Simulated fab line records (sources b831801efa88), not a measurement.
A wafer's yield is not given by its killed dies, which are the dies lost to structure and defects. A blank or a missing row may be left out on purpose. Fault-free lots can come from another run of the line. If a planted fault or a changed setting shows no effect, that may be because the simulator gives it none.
Which tool was responsible? -- flow gf180mcu -- Sampling: 11 lots, 33 wafers, 5 of 602 route steps

## WHAT THE GAUGES SHOWED, per wafer
GF_V2_RS_MEAS_24: uses a four-point probe to measure.
lot,measured,on,V2_W_RS (ohm/sq)
L311,day 20 23:31,film_metro-02,0.326 0.321 0.331
L312,day 21 12:26,film_metro-03,0.335 0.334 0.332
L313,day 21 23:41,film_metro-02,0.315 0.324 0.327
L315,day 22 04:31,film_metro-02,0.329 0.322 0.332
L317,day 23 07:14,film_metro-03,0.327 0.326 0.329
L320,day 23 19:06,film_metro-03,0.331 0.339 0.332
L326,day 26 00:22,film_metro-03,0.326 0.328 0.317
L327,day 26 08:06,film_metro-03,0.330 0.329 0.329
L328,day 26 12:25,film_metro-03,0.334 0.333 0.335
L331,day 27 08:35,film_metro-01,0.331 0.319 0.316
L332,day 27 14:58,film_metro-03,0.335 0.321 0.334

GF_M3_CD_MEAS_14: the cd target is 280 nm.
lot,measured,on,cd_nm (nm)
L311,day 21 23:47,cd_sem-01,281.5 281.7 280.9
L312,day 22 12:40,cd_sem-02,278.0 278.6 279.2
L313,day 22 23:28,cd_sem-02,281.5 282.6 283.1
L315,day 23 04:07,cd_sem-02,279.1 278.4 279.2
L317,day 24 06:13,cd_sem-01,280.3 280.4 278.9
L320,day 24 16:55,cd_sem-01,279.5 278.8 277.9
L326,day 26 21:24,cd_sem-01,289.3 288.1 289.2 289.2 288.6 289.2
L327,day 27 05:19,cd_sem-01,288.3 289.0 287.9 288.3 288.1 288.2
L328,day 27 09:39,cd_sem-02,279.4 278.9 280.0
L331,day 28 05:07,cd_sem-01,278.5 279.8 279.9
L332,day 28 10:46,cd_sem-02,277.8 278.3 277.7

## TOOL THAT RAN EACH LOT (tool first, then ch and the chambers of the sampled wafers, then the start)
lot,GF_V2_STRIP_18,GF_M3_SPUTTER_03,GF_M3_SOFTBAKE_10
L311,"plasma_asher-04 ch 0,1, day 20 22:45","pvd_sputter-04, day 21 00:08","litho_track-04 ch 0, day 21 11:53"
L312,"plasma_asher-02 ch 0, day 21 11:40","pvd_sputter-04, day 21 13:03","litho_track-04 ch 0, day 22 01:11"
L313,"plasma_asher-03 ch 0,1, day 21 22:56","pvd_sputter-04, day 22 00:19","litho_track-02 ch 0, day 22 11:43"
L315,"plasma_asher-04 ch 0,1, day 22 03:46","pvd_sputter-02, day 22 05:09","litho_track-03 ch 0, day 22 16:24"
L317,"plasma_asher-03 ch 0,1, day 23 06:29","pvd_sputter-02, day 23 08:02","litho_track-02 ch 0, day 23 18:58"
L320,"plasma_asher-03 ch 0,1, day 23 18:21","pvd_sputter-02, day 23 19:44","litho_track-04 ch 0, day 24 06:40"
L326,"plasma_asher-03 ch 0,1, day 25 23:35","pvd_sputter-03, day 26 01:01","litho_track-04 ch 0, day 26 11:13"
L327,"plasma_asher-03 ch 0,1, day 26 07:19","pvd_sputter-02, day 26 08:41","litho_track-04 ch 0, day 26 18:56"
L328,"plasma_asher-04 ch 0,1, day 26 11:40","pvd_sputter-04, day 26 13:03","litho_track-02 ch 0, day 26 23:04"
L331,"plasma_asher-03 ch 0,1, day 27 07:47","pvd_sputter-02, day 27 09:14","litho_track-02 ch 0, day 27 19:04"
L332,"plasma_asher-02 ch 0,1, day 27 14:13","pvd_sputter-03, day 27 15:36","litho_track-02 ch 0, day 28 01:16"
- GF_V2_STRIP_18: strips in O2/N2.
- GF_M3_SPUTTER_03: material Ti, target thk 10 nm, time 6.7 s.
- GF_M3_SOFTBAKE_10: time 60 s.

## AS READ BY THE TOOLS THEMSELVES (means over the sampled wafers that have a number; for cases with no such wafer, the mark the record gives instead)
GF_V2_STRIP_18.
lot,tool,drypump_motor_current_A (A),heater_power_w (W),n2_flow_sccm (sccm),oes_product_au (a.u.)
L311,plasma_asher-04,5.9,348,298.8,0.601
L312,plasma_asher-02,5.5,328,299.2,0.595
L313,plasma_asher-03,6.0,311,300.7,0.597
L315,plasma_asher-04,5.8,342,299.4,0.589
L317,plasma_asher-03,5.5,335,300.8,0.594
L320,plasma_asher-03,5.5,326,300.9,0.589
L326,plasma_asher-03,6.0,317,299.9,0.590
L327,plasma_asher-03,5.5,330,300.2,0.593
L328,plasma_asher-04,5.9,351,300.2,0.590
L331,plasma_asher-03,5.4,327,300.4,0.594
L332,plasma_asher-02,5.5,326,300.2,0.597

GF_M3_SPUTTER_03.
lot,tool,cathode_dc_power_W (W),chamber_pressure_pa (Pa),throttle_valve_pct (%)
L311,pvd_sputter-04,3000.4,0.2998,30.0
L312,pvd_sputter-04,3000.1,0.3001,29.3
L313,pvd_sputter-04,2999.7,0.3003,30.0
L315,pvd_sputter-02,3000.2,0.3001,31.4
L317,pvd_sputter-02,3000.0,0.3004,31.1
L320,pvd_sputter-02,3000.0,0.3000,31.1
L326,pvd_sputter-03,3000.0,0.3004,30.1
L327,pvd_sputter-02,2999.8,0.3001,30.6
L328,pvd_sputter-04,3000.1,0.2999,29.1
L331,pvd_sputter-02,3000.2,0.2998,30.5
L332,pvd_sputter-03,3000.0,0.2998,29.1

GF_M3_SOFTBAKE_10.
lot,tool,heater_power_total_W (W),plate_temp_C (C)
L311,litho_track-04,93.05,129.74
L312,litho_track-04,93.05,129.87
L313,litho_track-02,93.07,129.87
L315,litho_track-03,93.02,129.94
L317,litho_track-02,92.99,130.11
L320,litho_track-04,93.02,130.08
L326,litho_track-04,89.52,126.29
L327,litho_track-04,89.43,126.24
L328,litho_track-02,93.08,130.01
L331,litho_track-02,93.04,129.96
L332,litho_track-02,93.05,129.75

## THE ANSWER, worked out from the rows above alone
Rule: what is usual is taken from the lots themselves. The widest of any qualifying gaps counts: lots, ordered by their means at a reading, are off when they make up no more than a third of the lots, leave a main group of 4 or more, and stand apart from it by 3 or more times the standard deviation of that group's means. If all means in a main group match to the digits the tables above print for the reading, that group is not used. Also off: a lot with no number at a reading for which 4 or more lots have one. Any other lot the step has rows for is counted as sound. After the gauges, taken in route order, come the tools' own readings; for these a lot's mean is taken, as printed above. The first step at which some lot is off is used, and at that step the reading that is off furthest; a lot without a number counts as furthest.
Off: L326, L327 (GF_M3_CD_MEAS_14, cd_nm). The main group has a mean of 279.6 nm with a standard deviation of 1.3.
If a tool, at a process step before that reading, ran all the lots that are off and no sound lot after the first of them, it fits. The gauges at GF_M3_CD_MEAS_14 aren't tried: what is off there is off at GF_M3_SOFTBAKE_10 too, on other tools, and a gauge's error can't cause that. One candidate fits, namely litho_track-04 at GF_M3_SOFTBAKE_10. A fault onset in the window from L320 (day 24 06:40, its last sound lot) to L326 (day 26 11:13, its first lot off) fits.
The tool's own readings at GF_M3_SOFTBAKE_10 bear it out: on the lots that are off they differ by more than 5 times the standard deviation of the sound lots' means. heater_power_total_W reads 89.47 W there against 93.04 W on the sound lots; plate_temp_C reads 126.27 C there against 129.93 C on the sound lots.

## WHAT THE SIMULATOR HAD PUT IN
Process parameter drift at GF_M3_SOFTBAKE_10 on litho_track-04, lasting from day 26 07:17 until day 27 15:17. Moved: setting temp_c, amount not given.
Struck lots among those shown: L326, L327. This agrees with what the rule above found.
